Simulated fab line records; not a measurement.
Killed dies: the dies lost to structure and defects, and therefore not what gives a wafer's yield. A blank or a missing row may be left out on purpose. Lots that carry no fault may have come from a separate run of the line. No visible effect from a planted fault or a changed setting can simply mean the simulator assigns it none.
Matching of chambers -- flow sfqLine -- 4 sister chambers for SFQ_TRILAYER_I0_CMP_CMP_028 on cmp-01
The step polishes SiO2. 16 wafers are shown with their chamber, then 8 later ones without.

## WAFERS, EACH WITH ITS CHAMBER
wafer,chamber,motorCurrentA (A),timeToEndpointS (s),platenRpm (rpm)
L185.1,2,11.2,203,59.92
L185.3,1,12.9,212,60.01
L185.2,0,10.7,211,59.94
L186.3,1,12.4,209,59.96
L186.5,0,10.8,220,60.06
L186.6,1,12.8,214,59.95
L187.1,1,12.9,196,60.02
L187.3,0,10.8,207,60.03
L187.6,0,10.5,197,60.07
L188.1,0,10.6,196,59.95
L188.4,1,12.8,216,59.96
L188.5,3,11.3,221,59.97
L198.1,2,11.2,208,60.01
L198.3,0,11.0,212,59.99
L198.6,2,10.9,210,59.99
L199.4,2,10.5,214,60.07

SIGNATURES, as means of the wafers listed above
reading,chamber 0,chamber 1,chamber 2,chamber 3,scatter within a chamber
motorCurrentA,10.733,12.760,10.950,11.300,0.234
timeToEndpointS,207.17,209.40,208.75,221.00,7.88
platenRpm,60.0067,59.9800,59.9975,59.9700,0.0508
Rule: distance of a wafer from a chamber = root of the sum over the readings of ((wafer's reading minus chamber's mean) / reading's scatter) squared. If the next closest chamber is less than 2 further off than the closest, the wafer can't be placed; otherwise it belongs to the closest. The scatter is the square root of a quotient: the sum, over the shown wafers, of each reading's squared deviation from its chamber's mean, divided by wafers minus chambers.

## WAFERS WHOSE CHAMBER IS MISSING
wafer,motorCurrentA (A),timeToEndpointS (s),platenRpm (rpm)
L199.1,10.4,209,60.05
L199.3,12.9,220,59.98
L200.1,11.1,202,60.02
L200.2,11.1,213,60.00
L200.4,10.4,213,60.02
L202.1,11.1,211,59.99
L202.3,10.9,215,60.00
L202.4,11.2,222,59.96

## THE CHAMBER EACH PASSED THROUGH
wafer,from the rows above,in truth
L199.1,can't be placed: 0 or 2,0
L199.3,1,1
L200.1,can't be placed: 2 or 0 or 3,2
L200.2,can't be placed: 2 or 3 or 0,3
L200.4,can't be placed: 0 or 2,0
L202.1,can't be placed: 2 or 3 or 0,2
L202.3,can't be placed: 2 or 0 or 3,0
L202.4,can't be placed: 3 or 2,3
Correctly placed: 1 of 8. These rows do not allow placing 7 (true chamber among the candidates in 7). Placed wrongly: 0.
